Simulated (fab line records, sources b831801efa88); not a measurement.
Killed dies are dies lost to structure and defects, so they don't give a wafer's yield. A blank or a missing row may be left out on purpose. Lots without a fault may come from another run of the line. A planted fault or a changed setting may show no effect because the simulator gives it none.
One fault seen from 2 desks | flow gf180mcu | each desk has only its own numbers; what lay behind them comes last

THE TOOL OWNER'S DESK: cvd_w-02
The tool's own readings at GF_V4_CVD_23 (deposits W, target thk 350 nm, time 104.9 s): means of the sampled wafers that have a number, for each lot that ran on this tool. A lot is out of limits, marked OUT, if its mean lies more than 4 standard deviations from the usual mean; the brackets give that distance.
Columns: A = chamber_pressure_Torr at GF_V4_CVD_23, usual 40.00 Torr; B = heater_power_w at GF_V4_CVD_23, usual 759 W
lot  | first seen here | A                       | B
L236 | day 26 16:50    | 30.86 (-99 or more) OUT | 711
L234 | day 26 17:48    | 30.80 (-99 or more) OUT | 700
L237 | day 27 03:24    | 30.81 (-99 or more) OUT | 733
L243 | day 29 07:21    | 40.05                   | 699
L247 | day 30 07:02    | 40.00                   | 731
L249 | day 30 21:44    | 40.00                   | 712
L252 | day 31 16:43    | 39.98                   | 720
This desk's finding: out of limits on L234, L236, L237; first on L236, day 26 16:50 (chamber_pressure_Torr at GF_V4_CVD_23). In limits: L243, L247, L249, L252.

THE METROLOGY DESK
What the gauges read, lot by lot, whatever tool the lot ran on: means of the sampled wafers that have a number. A lot is out of limits, marked OUT, if its mean lies more than 4 standard deviations from the usual mean; the brackets give that distance.
Columns: A = cd_nm at GF_M4_CD_MEAS_14, usual 279.8 nm; B = V4_CVD_00_THK at GF_V4_THK_MEAS_01, usual 597 nm; C = V4_CVD_02_THK at GF_V4_THK_MEAS_03, usual 849 nm; D = V4_W_RS at GF_V4_RS_MEAS_24, usual 0.324 ohm/sq; E = V4_W_THK at GF_V4_THK_MEAS_25, usual 368 nm
lot  | first seen here | A     | B   | C   | D               | E
L231 | day 23 17:40    | 281.0 | 596 | 846 | 0.327           | 364
L236 | day 25 16:59    | 279.6 | 598 | 846 | 0.368 (+14) OUT | 323 (-10) OUT
L234 | day 25 18:04    | 279.5 | 604 | 866 | 0.368 (+14) OUT | 321 (-11) OUT
L237 | day 26 04:04    | 278.2 | 598 | 839 | 0.368 (+14) OUT | 327 (-9.6) OUT
L243 | day 28 09:58    | 281.0 | 592 | 846 | 0.322           | 370
L246 | day 29 06:58    | 279.8 | 588 | 832 | 0.331           | 360
L247 | day 29 10:03    | 279.9 | 595 | 845 | 0.327           | 367
L248 | day 30 00:02    | 279.4 | 597 | 861 | 0.326           | 366
L249 | day 30 01:15    | 277.6 | 602 | 872 | 0.327           | 368
L250 | day 30 07:43    | 277.8 | 594 | 846 | 0.325           | 367
L252 | day 30 20:43    | 281.5 | 594 | 850 | 0.327           | 366
This desk's finding: out of limits on L234, L236, L237; first on L236, day 26 17:01 (V4_W_RS at GF_V4_RS_MEAS_24). In limits: L231, L243, L246, L247, L248, L249, L250, L252.

PUT TOGETHER
The tool owner's desk could have raised an alarm at day 26 16:50, on L234, L236, L237.
The metrology desk could have raised an alarm at day 26 17:01, on L234, L236, L237.
Of the lots named, all ran GF_V4_CVD_23 on cvd_w-02.

WHAT THE SIMULATOR HAD PUT IN
Process parameter drift: cvd_w-02, from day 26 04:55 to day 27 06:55, at GF_V4_CVD_23. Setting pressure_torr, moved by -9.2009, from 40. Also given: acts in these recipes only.
Lots struck among those shown: L234, L236, L237.
Hours from the fault's start to each desk's first reading out of limits: the tool owner's desk, 12; the metrology desk, 12.
